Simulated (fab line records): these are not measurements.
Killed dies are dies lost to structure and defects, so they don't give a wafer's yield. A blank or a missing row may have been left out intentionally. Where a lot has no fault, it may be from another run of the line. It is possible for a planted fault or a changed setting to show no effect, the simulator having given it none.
Which tool is to blame?	flow gf180mcu	42 wafers from 14 lots sampled at 4 of the route's 602 steps

WHAT EACH GAUGE READ, for each wafer
GF_V5_OVL_MEAS_15.
lot	measured	on	V5_OVL (nm)
L141	day 27 04:55	overlay-01	13 3 10
L142	day 27 12:25	overlay-02	0 -3 1
L144	day 28 08:52	overlay-02	10 -4 6
L145	day 28 15:52	overlay-01	5 4 -1
L147	day 29 01:57	overlay-02	-4 -5 1
L148	day 29 09:04	overlay-01	-4 9 7
L150	day 30 03:25	overlay-02	5 9 1
L151	day 30 13:28	overlay-01	2 4 -1
L152	day 30 19:10	overlay-01	8 -7 2
L159	day 32 19:01	overlay-01	6 -2 3
L160	day 33 04:37	overlay-02	-3 4 4
L162	day 33 05:33	overlay-01	5 3 9
L163	day 33 14:19	overlay-02	7 8 -1
L164	day 33 17:26	overlay-01	-15 -1 4

WHAT TOOL EACH LOT RAN ON (gives the tool, then ch and the chambers of the sampled wafers, and finally the start)
lot	GF_MIM_SPUTTER_08	GF_V5_CVD_02	GF_V5_DEVELOP_13
L141	pvd_sputter-01, day 24 11:41	pecvd-02 ch 0,1, day 26 07:44	litho_track-04 ch 0, day 27 04:41
L142	pvd_sputter-04, day 24 20:09	pecvd-03 ch 0,1, day 26 15:29	litho_track-04 ch 0, day 27 12:08
L144	pvd_sputter-04, day 25 17:10	pecvd-03 ch 0,2, day 27 12:11	litho_track-04 ch 0, day 28 08:37
L145	pvd_sputter-01, day 26 01:19	pecvd-02 ch 0,1,2, day 27 20:05	litho_track-02 ch 0, day 28 15:35
L147	pvd_sputter-04, day 26 12:25	pecvd-04 ch 0,1, day 28 06:04	litho_track-03 ch 0, day 29 01:42
L148	pvd_sputter-04, day 26 20:55	pecvd-04 ch 0,1, day 28 13:08	litho_track-04 ch 0, day 29 08:47
L150	pvd_sputter-01, day 27 15:27	pecvd-03 ch 0,1, day 29 08:28	litho_track-04 ch 0, day 30 03:11
L151	pvd_sputter-01, day 28 03:51	pecvd-02 ch 0,2, day 29 18:16	litho_track-04 ch 0, day 30 13:11
L152	pvd_sputter-01, day 28 09:26	pecvd-04 ch 1,2, day 30 00:20	litho_track-04 ch 0, day 30 18:53
L159	pvd_sputter-01, day 30 13:09	pecvd-04 ch 2, day 32 01:22	litho_track-02 ch 0, day 32 18:44
L160	pvd_sputter-04, day 30 23:25	pecvd-04 ch 0,1,2, day 32 11:38	litho_track-03 ch 0, day 33 04:23
L162	pvd_sputter-03, day 31 00:34	pecvd-03 ch 0,2, day 32 12:11	litho_track-03 ch 0, day 33 05:18
L163	pvd_sputter-03, day 31 11:54	pecvd-04 ch 0,1,2, day 32 22:16	litho_track-04 ch 0, day 33 14:05
L164	pvd_sputter-04, day 31 14:46	pecvd-04 ch 0,1,2, day 33 00:42	litho_track-03 ch 0, day 33 17:10
- GF_MIM_SPUTTER_08: material AlCu, target thk 200 nm, time 10.6 s.
- GF_V5_CVD_02: deposits SiO2 from TEOS, target thk 1450 nm, time 163.28 s.
- GF_V5_DEVELOP_13: develop time 60 s.

AS READ BY THE TOOLS THEMSELVES (means over the sampled wafers that have a number; for cases with no such wafer, the mark the record gives instead)
GF_MIM_SPUTTER_08.
lot	tool	throttle_valve_pct (%)
L141	pvd_sputter-01	30.1
L142	pvd_sputter-04	30.0
L144	pvd_sputter-04	30.7
L145	pvd_sputter-01	29.5
L147	pvd_sputter-04	29.4
L148	pvd_sputter-04	29.2
L150	pvd_sputter-01	29.7
L151	pvd_sputter-01	29.6
L152	pvd_sputter-01	29.5
L159	pvd_sputter-01	30.2
L160	pvd_sputter-04	30.0
L162	pvd_sputter-03	31.5
L163	pvd_sputter-03	32.0
L164	pvd_sputter-04	30.6

GF_V5_CVD_02.
lot	tool	heater_power_w (W)
L141	pecvd-02	742
L142	pecvd-03	592
L144	pecvd-03	665
L145	pecvd-02	673
L147	pecvd-04	698
L148	pecvd-04	685
L150	pecvd-03	572
L151	pecvd-02	665
L152	pecvd-04	637
L159	pecvd-04	602
L160	pecvd-04	679
L162	pecvd-03	581
L163	pecvd-04	650
L164	pecvd-04	615

GF_V5_DEVELOP_13.
lot	tool	developer_temp_C (C)
L141	litho_track-04	21.06
L142	litho_track-04	21.04
L144	litho_track-04	20.92
L145	litho_track-02	20.91
L147	litho_track-03	21.03
L148	litho_track-04	21.11
L150	litho_track-04	20.95
L151	litho_track-04	21.94
L152	litho_track-04	21.80
L159	litho_track-02	20.85
L160	litho_track-03	20.96
L162	litho_track-03	21.00
L163	litho_track-04	21.01
L164	litho_track-03	20.90

THE ANSWER, worked out from the rows above alone
Rule: the lots themselves supply what counts as usual. The widest of any qualifying gaps counts: lots, ordered by their means at a reading, are off when they make up no more than a third of the lots, leave a main group of 4 or more, and stand apart from it by 3 or more times the standard deviation of that group's means. The tables above print the reading to a certain number of digits; a main group whose means all agree to those digits is not used. Also off: a lot with no number at a reading for which 4 or more lots have one. The other lots that the step has rows for count as sound. Order of review: gauges by route order, followed by the tools' own readings, for which a lot's mean as printed above is used. At the first step where some lot is off, the reading lying furthest off is the one used; lots without a number count as furthest.
Off: L151, L152, at GF_V5_DEVELOP_13 (developer_temp_C). For the main group the mean is 20.98 C and the standard deviation 0.073.
If a tool, at that step or one of the process steps before it, ran each lot that is off and ran no sound lot following the first of them, it fits. No candidate that was tried fits.

WHAT THE SIMULATOR HAD INSERTED
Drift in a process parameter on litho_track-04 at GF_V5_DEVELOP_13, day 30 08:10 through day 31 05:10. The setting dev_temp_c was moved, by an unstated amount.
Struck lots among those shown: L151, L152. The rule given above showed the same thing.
